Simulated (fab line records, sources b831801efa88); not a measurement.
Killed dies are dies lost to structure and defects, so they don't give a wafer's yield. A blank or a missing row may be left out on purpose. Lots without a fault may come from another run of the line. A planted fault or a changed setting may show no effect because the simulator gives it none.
Which tool did it? | flow gf180mcu | 14 lots, 42 wafers sampled, at 3 steps of a route of 602

WHAT THE GAUGES READ, wafer by wafer
GF_POLY_GATE_CD_MEAS_18. Usual: cd_nm 280.5 nm, standard deviation 1.9.
lot  | measured     | on        | cd_nm (nm)        | flag
L903 | day 9 06:49  | cd_sem-02 | 282.2 282.6 282.4 |
L904 | day 9 16:40  | cd_sem-02 | 280.4 279.7 281.1 |
L905 | day 9 21:06  | cd_sem-02 | 280.4 276.2 277.9 |
L906 | day 10 11:02 | cd_sem-02 | 283.5 281.6 281.8 |
L907 | day 10 16:49 | cd_sem-02 | 281.5 277.8 279.7 |
L908 | day 10 20:14 | cd_sem-02 | 279.0 278.6 281.0 |
L909 | day 11 04:20 | cd_sem-02 | 279.9 277.9 277.4 |
L911 | day 11 15:56 | cd_sem-02 | 279.7 280.0 278.3 |
L914 | day 12 15:51 | cd_sem-02 | 282.6 282.4 282.3 |
L915 | day 12 22:50 | cd_sem-02 | 280.1 283.5 280.8 |
L923 | day 15 07:25 | cd_sem-01 | 281.1 280.0 281.0 |
L924 | day 15 13:07 | cd_sem-01 | 283.0 280.5 282.4 |
L925 | day 15 22:19 | cd_sem-01 | 279.4 278.7 279.1 |
L926 | day 16 03:37 | cd_sem-01 | 281.2 279.7 281.1 |

GF_HV_LDD_CD_MEAS_19: target cd 400 nm. Usual: cd_nm 400.5 nm, standard deviation 2.6.
lot  | measured     | on        | cd_nm (nm)        | flag
L903 | day 10 18:07 | cd_sem-02 | 394.0 396.9 397.0 |
L904 | day 11 05:14 | cd_sem-02 | 397.1 398.8 395.3 |
L905 | day 11 09:52 | cd_sem-01 | 397.7 396.5 395.7 |
L906 | day 12 00:34 | cd_sem-02 | 400.2 400.2 399.9 |
L907 | day 12 06:40 | cd_sem-02 | 402.8 400.6 400.9 |
L908 | day 12 09:49 | cd_sem-01 | 405.1 402.5 401.8 |
L909 | day 12 18:51 | cd_sem-02 | 400.0 400.0 400.8 |
L911 | day 13 06:57 | cd_sem-01 | 402.3 403.2 404.7 |
L914 | day 14 07:58 | cd_sem-01 | 401.1 398.8 396.9 |
L915 | day 14 15:08 | cd_sem-01 | 402.5 401.5 399.9 |
L923 | day 17 03:08 | cd_sem-01 | 404.3 402.6 404.7 |
L924 | day 17 10:20 | cd_sem-02 | 400.3 401.4 399.8 |
L925 | day 17 20:53 | cd_sem-01 | 397.2 395.0 396.6 |
L926 | day 18 02:07 | cd_sem-01 | 399.8 399.0 399.6 |

GF_HV_LDD_OVL_MEAS_47. Usual: HV_LDD_03_OVL -0.5 nm, standard deviation 1.4.
lot  | measured     | on         | HV_LDD_03_OVL (nm) | flag
L903 | day 12 08:16 | overlay-02 | -0.8 -1.4 -0.3     |
L904 | day 12 19:24 | overlay-02 | -0.3 0.3 0.0       |
L905 | day 13 01:26 | overlay-01 | 0.2 0.3 -0.1       |
L906 | day 13 16:12 | overlay-01 | -1.9 -2.1 -1.9     |
L907 | day 13 23:35 | overlay-02 | -1.1 -2.2 -1.6     |
L908 | day 14 03:02 | overlay-01 | 1.4 -1.6 -0.2      |
L909 | day 14 12:16 | overlay-02 | -1.0 -1.2 -1.0     |
L911 | day 15 01:17 | overlay-01 | 0.5 -1.6 0.5       |
L914 | day 16 04:29 | overlay-02 | -1.1 -1.5 1.0      |
L915 | day 16 11:58 | overlay-02 | 1.2 -1.3 2.6       |
L923 | day 19 03:53 | overlay-02 | 0.3 0.1 -1.5       |
L924 | day 19 09:44 | overlay-01 | -1.6 -1.6 -1.2     |
L925 | day 19 21:43 | overlay-01 | -1.5 -1.6 -0.7     |
L926 | day 20 05:05 | overlay-01 | 0.3 -0.9 0.5       |

WHICH TOOL RAN EACH LOT (tool, then ch and the chambers of the sampled wafers, then the start)
The record holds no process step before these readings.

WHAT THE TOOLS THEMSELVES READ (means of the sampled wafers that have a number; where no wafer has one, the mark that the record gives instead)
The record holds no such reading with a usual standard deviation.

THE ANSWER, worked out from the rows above alone
Rule: a lot is off if the mean of its wafers that have a number lies more than 3 standard deviations from the usual mean. A lot without any number at a reading at which 4 lots or more have one is off too. The other lots that the step has rows for count as sound. The gauges are gone through in route order, then the tools' own readings, and for those a lot's mean is taken as printed above. The first step at which some lot is off is used, and at that step the reading that is off furthest; a lot without a number counts as furthest.
No lot is off at any reading shown: from this, nothing can be told.

WHAT THE SIMULATOR HAD PUT IN
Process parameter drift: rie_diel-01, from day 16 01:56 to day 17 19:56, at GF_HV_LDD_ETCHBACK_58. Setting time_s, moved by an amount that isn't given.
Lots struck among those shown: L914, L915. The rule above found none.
